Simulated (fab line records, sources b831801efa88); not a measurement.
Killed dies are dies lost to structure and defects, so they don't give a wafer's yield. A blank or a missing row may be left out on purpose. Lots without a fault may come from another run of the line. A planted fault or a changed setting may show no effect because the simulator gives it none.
Which tool did it? | flow gf180mcu | 13 lots, 39 wafers sampled, at 4 steps of a route of 602

WHAT THE GAUGES READ, wafer by wafer
GF_M5_CD_MEAS_07: target cd 280 nm.
lot  | measured     | on        | cd_nm (nm)
L427 | day 26 10:45 | cd_sem-01 | 282.3 283.2 280.8
L428 | day 26 18:14 | cd_sem-01 | 279.2 280.0 279.1
L429 | day 27 06:23 | cd_sem-02 | 281.7 280.5 280.8
L431 | day 27 13:37 | cd_sem-02 | 278.9 280.2 279.7
L433 | day 28 06:14 | cd_sem-02 | 280.7 280.0 280.1
L434 | day 28 17:41 | cd_sem-02 | 281.6 281.3 281.4
L441 | day 30 15:14 | cd_sem-02 | 278.3 279.8 279.4
L443 | day 31 06:02 | cd_sem-01 | 280.5 279.6 278.9
L444 | day 31 09:50 | cd_sem-01 | 281.0 281.5 281.4
L445 | day 31 13:58 | cd_sem-01 | 280.4 280.7 280.7
L446 | day 31 20:03 | cd_sem-01 | 281.0 281.7 281.8
L447 | day 32 04:33 | cd_sem-02 | 280.3 280.7 279.9
L448 | day 32 10:54 | cd_sem-02 | 281.0 281.7 281.7

WHICH TOOL RAN EACH LOT (tool, then ch and the chambers of the sampled wafers, then the start)
lot  | GF_M1_METAL_ETCH_16               | GF_MIM_SPUTTER_00            | GF_MIM_SPUTTER_03
L427 | rie_metal-01 ch 0,1, day 17 08:41 | pvd_sputter-01, day 24 15:44 | pvd_sputter-01, day 24 15:54
L428 | rie_metal-03 ch 0, day 17 16:05   | pvd_sputter-01, day 25 00:29 | pvd_sputter-01, day 25 00:38
L429 | rie_metal-03 ch 0,1, day 18 05:57 | pvd_sputter-02, day 25 12:10 | pvd_sputter-02, day 25 12:20
L431 | rie_metal-01 ch 1, day 18 16:39   | pvd_sputter-01, day 25 20:26 | pvd_sputter-01, day 25 20:36
L433 | rie_metal-03 ch 0,1, day 19 10:06 | pvd_sputter-04, day 26 13:26 | pvd_sputter-04, day 26 13:35
L434 | rie_metal-03 ch 0,1, day 19 22:44 | pvd_sputter-04, day 27 01:41 | pvd_sputter-04, day 27 01:51
L441 | rie_metal-01 ch 0,1, day 22 09:08 | pvd_sputter-02, day 29 01:45 | pvd_sputter-02, day 29 01:55
L443 | rie_metal-02 ch 0,1, day 23 07:04 | pvd_sputter-01, day 29 17:43 | pvd_sputter-01, day 29 17:52
L444 | rie_metal-03 ch 0,1, day 23 09:38 | pvd_sputter-01, day 29 21:05 | pvd_sputter-01, day 29 21:15
L445 | rie_metal-03 ch 0,1, day 23 13:59 | pvd_sputter-02, day 30 01:05 | pvd_sputter-02, day 30 01:14
L446 | rie_metal-02 ch 0,1, day 23 22:17 | pvd_sputter-02, day 30 08:28 | pvd_sputter-02, day 30 08:38
L447 | rie_metal-01 ch 0,1, day 24 07:47 | pvd_sputter-01, day 30 17:23 | pvd_sputter-01, day 30 17:33
L448 | rie_metal-01 ch 0,1, day 24 15:08 | pvd_sputter-01, day 30 23:40 | pvd_sputter-01, day 30 23:49
- GF_M1_METAL_ETCH_16: etches the open film in Cl2/BCl3, stops on SiO2, target depth 627.5 nm, time 104.6 s.
- GF_MIM_SPUTTER_00: material Ti, target thk 37.5 nm, time 150 s.
- GF_MIM_SPUTTER_03: material Ti, target thk 10 nm, time 6.7 s.

WHAT THE TOOLS THEMSELVES READ (means of the sampled wafers that have a number; where no wafer has one, the mark that the record gives instead)
GF_M1_METAL_ETCH_16.
lot  | tool         | drypump_motor_current_A (A) | oes_product_au (a.u.) | throttle_valve_pct (%)
L427 | rie_metal-01 | 5.1                         | 0.977                 | 28.245
L428 | rie_metal-03 | 5.1                         | 0.983                 | 28.248
L429 | rie_metal-03 | 5.5                         | 0.978                 | 28.241
L431 | rie_metal-01 | 4.6                         | 0.970                 | 28.251
L433 | rie_metal-03 | 5.5                         | 0.981                 | 28.248
L434 | rie_metal-03 | 5.5                         | 0.963                 | 28.257
L441 | rie_metal-01 | 5.2                         | 0.974                 | 28.254
L443 | rie_metal-02 | 5.8                         | 0.970                 | 28.242
L444 | rie_metal-03 | 5.6                         | 0.975                 | 28.249
L445 | rie_metal-03 | 6.0                         | 0.969                 | 28.257
L446 | rie_metal-02 | 5.5                         | 0.981                 | 28.243
L447 | rie_metal-01 | 4.9                         | 0.972                 | 28.250
L448 | rie_metal-01 | 5.1                         | 0.973                 | 28.249

GF_MIM_SPUTTER_00.
lot  | tool           | throttle_valve_pct (%)
L427 | pvd_sputter-01 | 30.2
L428 | pvd_sputter-01 | 30.0
L429 | pvd_sputter-02 | 29.4
L431 | pvd_sputter-01 | 30.5
L433 | pvd_sputter-04 | 28.6
L434 | pvd_sputter-04 | 29.8
L441 | pvd_sputter-02 | 29.4
L443 | pvd_sputter-01 | 30.5
L444 | pvd_sputter-01 | 30.0
L445 | pvd_sputter-02 | 28.7
L446 | pvd_sputter-02 | 28.9
L447 | pvd_sputter-01 | 30.9
L448 | pvd_sputter-01 | 29.6

GF_MIM_SPUTTER_03.
lot  | tool           | throttle_valve_pct (%)
L427 | pvd_sputter-01 | 30.3
L428 | pvd_sputter-01 | 30.2
L429 | pvd_sputter-02 | 29.2
L431 | pvd_sputter-01 | 30.5
L433 | pvd_sputter-04 | 28.7
L434 | pvd_sputter-04 | 29.8
L441 | pvd_sputter-02 | 29.0
L443 | pvd_sputter-01 | 30.5
L444 | pvd_sputter-01 | 30.2
L445 | pvd_sputter-02 | 28.8
L446 | pvd_sputter-02 | 28.9
L447 | pvd_sputter-01 | 30.9
L448 | pvd_sputter-01 | 29.6

THE ANSWER, worked out from the rows above alone
Rule: what is usual is taken from the lots themselves. Put in order of their means at a reading, lots are off if they are a third of the lots or fewer, leave a main group of 4 or more, and stand apart from it by a gap of 3 or more times the standard deviation of the main group's means; of several such gaps the widest counts. A main group whose means are all the same, to the digits that the tables above print for the reading, isn't used. A lot without any number at a reading at which 4 lots or more have one is off too. The other lots that the step has rows for count as sound. The gauges are gone through in route order, then the tools' own readings, and for those a lot's mean is taken as printed above. The first step at which some lot is off is used, and at that step the reading that is off furthest; a lot without a number counts as furthest.
No lot is off at any reading shown: from this, nothing can be told.

WHAT THE SIMULATOR HAD PUT IN
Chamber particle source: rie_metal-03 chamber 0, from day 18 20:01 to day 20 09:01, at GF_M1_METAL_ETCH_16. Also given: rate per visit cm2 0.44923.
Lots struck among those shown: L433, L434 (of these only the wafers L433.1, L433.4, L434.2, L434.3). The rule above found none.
